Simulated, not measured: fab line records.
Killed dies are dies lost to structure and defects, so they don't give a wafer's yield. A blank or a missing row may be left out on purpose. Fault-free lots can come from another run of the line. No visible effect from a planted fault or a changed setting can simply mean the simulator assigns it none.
8D (eight disciplines) problem report, filled in by code || flow sky130 || the parts of the form that need people (team, actions taken, sign-off) are left out

1. THE PROBLEM
Mean of killed_at_M4_up at SKY_PAD_OPEN_PROBE_99: 22.7 over 3 wafers from 1 lot, against 2.9 (standard deviation 1.7) on wafers with no fault. Relative to the usual mean, that is a shift of +12 standard deviations.
The first sign was on wafer L958.3 at day 48 10:45, on prober-01. The record has a number at this step for 6 wafers belonging to 2 lots. The rule behind "out" and "out of limits": a value lying over 4 standard deviations away from the usual mean. The rest of the wafers with a number are treated as sound.

2. WHAT IT IS AND WHAT IT IS NOT
{"question": "which readings at this step", "is": "killed_at_M4_up", "is not": "killed_at_M0_to_M3, killed_at_contacts, killed_at_front_end, killed_at_other, killed_open, killed_short, sort_bin_6_memory"}
{"question": "which lots", "is": "L958", "is not": "L962"}
{"question": "which wafers of those lots", "is": "all that have a number", "is not": "-"}
{"question": "read on which tools", "is": "prober-01", "is not": "prober-02"}
{"question": "when", "is": "from day 48 10:45", "is not": "up to then (0 sound wafers); but 3 sound wafers of L962 came after"}

3. THE SUSPECTS, EACH WITH WHAT RULES IT OUT
Counting: a tool at any process step up to the reading remains a suspect when it ran all the lots that are out and ran no sound lot after the first of those.
- wet_bench-04 at SKY_VIA4_STRIP_14 (strips in post etch residue remover, time 1200 s): kept. It ran the lot that is out, L958 (day 45 19:14), and no sound lot after that.
- prober-01 at SKY_PAD_OPEN_PROBE_99: kept. It ran the lot that is out, L958 (day 48 10:45), and no sound lot after that. Its own killed_at_M4_up readings are out on those wafers.
Left after counting: wet_bench-04 at SKY_VIA4_STRIP_14, prober-01 at SKY_PAD_OPEN_PROBE_99.

4. THE CAUSE (what the simulator had put in)
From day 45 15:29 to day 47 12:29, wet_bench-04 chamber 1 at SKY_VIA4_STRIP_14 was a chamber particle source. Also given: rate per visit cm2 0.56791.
Counting left 2 suspects, and this tool is among them.

5. THE CHAIN OF EFFECTS, in route order
Each row: a reading where the mean over the struck wafers with a number is more than 3 standard deviations away from the usual. Only readings whose record carries a usual standard deviation are examined. hours: median over the lots of the time between each lot's start at the first step of this table that gives one and its start at this step. sigmas: the change, counted in usual standard deviations.
{"hours": 0, "step": "SKY_PAD_OPEN_PROBE_99", "reading": "killed_at_M4_up", "usual": 2.9, "on struck wafers": 22.7, "change": "+19.8", "sigmas": "+12"}
It contains these process steps:
- SKY_PAD_OPEN_PROBE_99

6. HOW IT WOULD HAVE BEEN CAUGHT EARLIER
67 hours passed between the start of the fault at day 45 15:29 and the first reading out of limits in this record, taken at day 48 10:45.
Lots out: 1; all had begun SKY_VIA4_STRIP_14 on wet_bench-04 by day 48 10:45. Tool hold at that time: it would have spared none of them.
